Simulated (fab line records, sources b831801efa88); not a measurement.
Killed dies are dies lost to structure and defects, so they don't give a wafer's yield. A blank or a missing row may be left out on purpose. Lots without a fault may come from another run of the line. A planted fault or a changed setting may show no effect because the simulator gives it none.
A struck lot beside a sound one | flow gf180mcu | 47 steps out of a route of 602
Sound: wafers L335.3, L335.4, L335.5. Struck: wafers L344.2, L344.3, L344.4. The cause comes at the end.
At each step with rows: each side's tool, then ch and its chambers, then its first start. Under that, the readings that differ: sound wafers | struck wafers | difference of the means | sigmas: that difference in standard deviations of wafers without a fault.
alike: readings whose means differ by less than 2 such deviations, and words and numbers that are the same on both sides. not compared: withheld readings, readings that some wafer has no value for, bounds like >300 that may hide the same value, and numbers for which the record gives no deviation and whose values overlap.
The two part at a step that has a row with sigmas, a row that says differs or no value, or rows on one side only. Numbers that don't overlap but have no deviation are shown without sigmas and don't part them. A reading that every wafer of one side lacks parts them only if that side has two wafers or more.

first, 8 steps without rows for these wafers: GF_DNWELL_DEHYDRATE_00 (time 60 s); GF_DNWELL_HMDS_01 (prime time 60 s); GF_DNWELL_COAT_02 (resist thk 3000 nm); GF_DNWELL_SOFTBAKE_03; GF_DNWELL_EXPOSE_04 (exposes mask DNWELL, target cd 1700 nm); GF_DNWELL_PEB_05; GF_DNWELL_DEVELOP_06 (develop time 60 s); GF_DNWELL_IMPLANT_07.
GF_DNWELL_STRIP_08: strips in O2/N2.
  sound on plasma_asher-04 ch 0,1, day 3 04:06; struck on plasma_asher-04 ch 0,1, day 5 05:30
  alike: drypump_motor_current_A, heater_power_w, o2_flow_sccm, oes_product_au, strip_time_to_endpoint_s
  not compared: rf_hours_counter_h
GF_DNWELL_TW_MEAS_09:
  sound on film_metro-01, day 3 04:11; struck on film_metro-03, day 5 05:37
  alike: DNWELL_TW
then, 2 steps without rows for these wafers: GF_NWELL_DEHYDRATE_00 (time 60 s); GF_NWELL_HMDS_01 (prime time 60 s).
GF_NWELL_COAT_02: resist thk 3000 nm.
  sound on litho_track-04 ch 0, day 3 10:20; struck on litho_track-01, day 5 12:54
  no value came back on the struck wafers for chill_plate_temp_C (C), dispense_pressure_kPa (kPa); on the sound wafers chill_plate_temp_C (C) reads 22.94 23.00 22.94
then, 4 steps without rows for these wafers: GF_NWELL_SOFTBAKE_03; GF_NWELL_EXPOSE_04 (exposes mask Nwell, target cd 860 nm); GF_NWELL_PEB_05; GF_NWELL_DEVELOP_06 (develop time 60 s).
GF_NWELL_OVL_MEAS_07:
  sound on overlay-02, day 3 16:41; struck on overlay-01, day 5 20:09
  reading        | sound         | struck | difference                    | sigmas
  NWELL_OVL (nm) | -1.8 0.3 -1.3 | - - -  | no value on the struck wafers |
then, 2 steps without rows for these wafers: GF_NWELL_IMPLANT_08; GF_NWELL_IMPLANT_09.
GF_NWELL_STRIP_10: strips in O2/N2.
  sound on plasma_asher-03 ch 0,1, day 3 17:03; struck on plasma_asher-02 ch 0,1, day 5 20:29
  no value came back on the struck wafers for oes_product_au (a.u.), strip_time_to_endpoint_s (s); on the sound wafers oes_product_au (a.u.) reads 0.715 0.723 0.724
  alike: drypump_motor_current_A, heater_power_w, o2_flow_sccm
  not compared: rf_hours_counter_h
GF_NWELL_TW_MEAS_11:
  sound on film_metro-03, day 3 17:08; struck on film_metro-03, day 5 20:35
  alike: NWELL_TW
then, 7 steps without rows for these wafers: GF_LVPWELL_DEHYDRATE_00 (time 60 s); GF_LVPWELL_HMDS_01 (prime time 60 s); GF_LVPWELL_COAT_02 (resist thk 3000 nm); GF_LVPWELL_SOFTBAKE_03; GF_LVPWELL_EXPOSE_04 (exposes mask LVPWELL, target cd 600 nm); GF_LVPWELL_PEB_05; GF_LVPWELL_DEVELOP_06 (develop time 60 s).
GF_LVPWELL_OVL_MEAS_07:
  sound on overlay-01, day 4 05:49; struck on overlay-02, day 6 11:09
  alike: LVPWELL_OVL
then, 2 steps without rows for these wafers: GF_LVPWELL_IMPLANT_08; GF_LVPWELL_IMPLANT_09.
GF_LVPWELL_STRIP_10: strips in O2/N2.
  sound on plasma_asher-04 ch 0,1, day 4 06:10; struck on plasma_asher-01 ch 0,1, day 6 11:29
  alike: drypump_motor_current_A, heater_power_w, o2_flow_sccm, oes_product_au, strip_time_to_endpoint_s
  not compared: rf_hours_counter_h
GF_LVPWELL_TW_MEAS_11:
  sound on film_metro-02, day 4 06:16; struck on film_metro-03, day 6 11:35
  reading    | sound       | struck         | difference | sigmas
  LVPWELL_TW | 561 561 563 | 1576 1587 1581 | +1020      | +99 or more
then, 7 steps without rows for these wafers: GF_MVSD_DEHYDRATE_00 (time 60 s); GF_MVSD_HMDS_01 (prime time 60 s); GF_MVSD_COAT_02 (resist thk 3000 nm); GF_MVSD_SOFTBAKE_03; GF_MVSD_EXPOSE_04 (exposes mask MVSD, target cd 1000 nm); GF_MVSD_PEB_05; GF_MVSD_DEVELOP_06 (develop time 60 s).
GF_MVSD_OVL_MEAS_07:
  sound on overlay-01, day 4 18:20; struck on overlay-01, day 7 02:44
  alike: MVSD_OVL
GF_MVSD_TW_MEAS_11:
  sound on film_metro-02, day 4 18:47; struck on film_metro-03, day 7 03:10
  reading | sound          | struck         | difference | sigmas
  MVSD_TW | 1583 1582 1588 | 1941 1943 1938 | +356       | +32
GF_MVPSD_TW_MEAS_11:
  sound on film_metro-03, day 5 09:09; struck on film_metro-04, day 7 19:06
  reading  | sound       | struck         | difference | sigmas
  MVPSD_TW | 549 549 547 | 1568 1573 1569 | +1022      | +99 or more
GF_VT_IMPLANT_TW_MEAS_10:
  sound on film_metro-01, day 5 23:36; struck on film_metro-01, day 8 11:31
  reading       | sound       | struck         | difference | sigmas
  VT_IMPLANT_TW | 561 563 559 | 1582 1579 1586 | +1021      | +99 or more
GF_VT_IMPLANT_TW_MEAS_21:
  sound on film_metro-01, day 6 14:44; struck on film_metro-02, day 9 04:13
  reading         | sound          | struck         | difference | sigmas
  VT_IMPLANT_2_TW | 1217 1212 1214 | 1774 1771 1778 | +560       | +60
GF_VT_IMPLANT_TW_MEAS_32:
  sound on film_metro-01, day 7 06:33; struck on film_metro-03, day 9 21:40
  reading         | sound             | struck               | difference | sigmas
  VT_IMPLANT_3_TW | 267.6 267.0 266.9 | 1553.6 1544.6 1553.9 | +1283.5    | +99 or more

WHERE THEY PART
First at GF_NWELL_COAT_02; last, within this record, at GF_VT_IMPLANT_TW_MEAS_32.

WHY: what the simulator had put in
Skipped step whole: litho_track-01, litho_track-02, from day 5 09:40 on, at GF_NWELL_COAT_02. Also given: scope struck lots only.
